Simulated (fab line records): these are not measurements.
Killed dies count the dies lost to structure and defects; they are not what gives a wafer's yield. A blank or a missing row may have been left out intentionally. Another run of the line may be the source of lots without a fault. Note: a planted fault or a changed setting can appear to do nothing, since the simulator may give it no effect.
8D (eight disciplines) problem report, filled in by code :: flow gf180mcu :: the parts of the form that need people (team, actions taken, sign-off) are left out

## 1. THE ISSUE
Wafers free of any fault read 1.1 nm (standard deviation 1.3) for HV_LDD_01_OVL at GF_HV_LDD_OVL_MEAS_20, against a mean of 63.3 nm on 6 wafers of 2 lots. Relative to the usual mean, that is a shift of +48 standard deviations.
The first sign was on wafer L944.2 at day 14 05:35, on overlay-01. At this step, 39 wafers from 13 lots have a number in the record. Rule for "out" (also "out of limits"): further than 4 standard deviations from the usual mean. Any other wafer with a number is counted as sound.

## 2. WHAT IT IS, WHAT IT ISN'T
question: which readings at this step
is: HV_LDD_01_OVL
is not: -

question: which lots
is: L944, L945
is not: L933, L934, L935, L936, L937, L941, L947, L949, L952, L953, L954

question: which wafers of those lots
is: all that have a number
is not: -

question: read on which gauges
is: overlay-01
is not: overlay-02

question: when
is: from day 14 05:35
is not: up to then (18 sound wafers); but 15 sound wafers of L947, L949, L952, L953, L954 came after

## 3. SUSPECTS, AND WHAT RULES EACH OUT
Counting: a tool at any process step up to the reading remains a suspect when it ran all the lots that are out and ran no sound lot after the first of those.
- the gauge at GF_HV_LDD_OVL_MEAS_20: kept. All the wafers that are out were read on overlay-01, and no step on other tools shows them out.
- iline stepper-01 at GF_HV_LDD_EXPOSE_16 (exposes mask Pplus LV AREA, target cd 400 nm): kept. All lots that are out passed through it, beginning with L944 at day 13 19:17, and no sound lot followed; its final sound lot before that point was L937 at day 11 15:04.
What counting leaves: iline stepper-01 at GF_HV_LDD_EXPOSE_16 and overlay-01 at GF_HV_LDD_OVL_MEAS_20.

## 4. THE CAUSE (what the simulator had put in)
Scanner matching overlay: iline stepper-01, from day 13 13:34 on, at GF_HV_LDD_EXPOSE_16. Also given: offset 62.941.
This tool is one of the 2 suspects left after counting.

## 5. THE CHAIN OF EFFECTS, in route order
Rows list readings where the struck wafers' mean (over those with a number) sits beyond 3 standard deviations from the usual. Scope: only readings with a usual standard deviation given in the record; hours: median across lots of the time from each lot's start at the first step in this table that gives one to its start at this step; sigmas: change in usual standard deviations.
hours: 0
step: GF_HV_LDD_OVL_MEAS_20
reading: HV_LDD_01_OVL
usual: 1.1 nm
on struck wafers: 63.3
change: +62.2
sigmas: +48
At these later measuring or inspecting steps, every struck wafer for which the step has a row has a number for every such reading, and none has moved that far: GF_V1_BOW_MEAS_05, GF_V1_THK_MEAS_25.

## 6. HOW IT WOULD HAVE BEEN CAUGHT EARLIER
In this record the first reading out of limits at a measuring or inspecting step was taken at day 14 05:35, 16 hours after the fault began at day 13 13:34.
Of the tool readings at GF_HV_LDD_EXPOSE_16 for which the record gives a usual standard deviation, none was out on any struck wafer, so an alarm limit of 4 standard deviations on them would not have fired.
Lots out: 2; all had begun GF_HV_LDD_EXPOSE_16 on iline stepper-01 by day 14 05:35. Tool hold at that time: it would have spared none of them.
